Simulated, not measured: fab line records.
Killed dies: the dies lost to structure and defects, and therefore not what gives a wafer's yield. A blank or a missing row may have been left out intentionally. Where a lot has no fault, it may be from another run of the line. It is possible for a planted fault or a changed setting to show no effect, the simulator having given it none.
Matching of chambers | flow sky130 | cmp-01 running SKY_VIA2_CMP_02: 4 sister chambers
The step polishes SiO2. 14 wafers are shown with their chamber, then 7 later ones without.

== WAFERS, EACH WITH ITS CHAMBER ==
wafer  | chamber | motorCurrentA (A)
L265.4 | 1       | 12.6
L265.5 | 1       | 11.9
L265.6 | 0       | 15.4
L268.3 | 3       | 12.7
L268.4 | 1       | 12.9
L268.6 | 0       | 14.3
L270.1 | 0       | 14.4
L270.4 | 3       | 13.0
L270.5 | 0       | 15.0
L271.3 | 2       | 13.6
L271.5 | 2       | 13.3
L271.6 | 3       | 12.6
L273.1 | 0       | 14.9
L273.3 | 3       | 13.6

SIGNATURES, as means of the wafers listed above
reading       | chamber 0 | chamber 1 | chamber 2 | chamber 3 | scatter within a chamber
motorCurrentA | 14.800    | 12.467    | 13.450    | 12.975    | 0.447
Rule: distance of a wafer from a chamber = root of the sum over the readings of ((wafer's reading minus chamber's mean) / reading's scatter) squared. The wafer belongs to the nearest chamber; if the next one is less than 2 further off, it can't be placed. How the scatter is found: for the shown wafers, subtract from each reading the mean of its chamber, square and add these, divide the total by (wafers less chambers), then take the root.

== WAFERS WITH NO CHAMBER GIVEN ==
wafer  | motorCurrentA (A)
L273.5 | 13.7
L283.2 | 14.8
L283.3 | 12.7
L283.6 | 14.9
L284.1 | 12.8
L284.2 | 12.8
L284.3 | 14.8

== THE CHAMBER EACH PASSED THROUGH ==
wafer  | from the rows above          | in truth
L273.5 | can't be placed: 2 or 3 or 0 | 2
L283.2 | 0                            | 0
L283.3 | can't be placed: 1 or 3 or 2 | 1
L283.6 | 0                            | 0
L284.1 | can't be placed: 3 or 1 or 2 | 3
L284.2 | can't be placed: 3 or 1 or 2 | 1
L284.3 | 0                            | 0
3 of 7 placed correctly. Cannot be placed on the basis of these rows: 4; the candidates contain the true chamber in 4. Wrongly placed: 0.
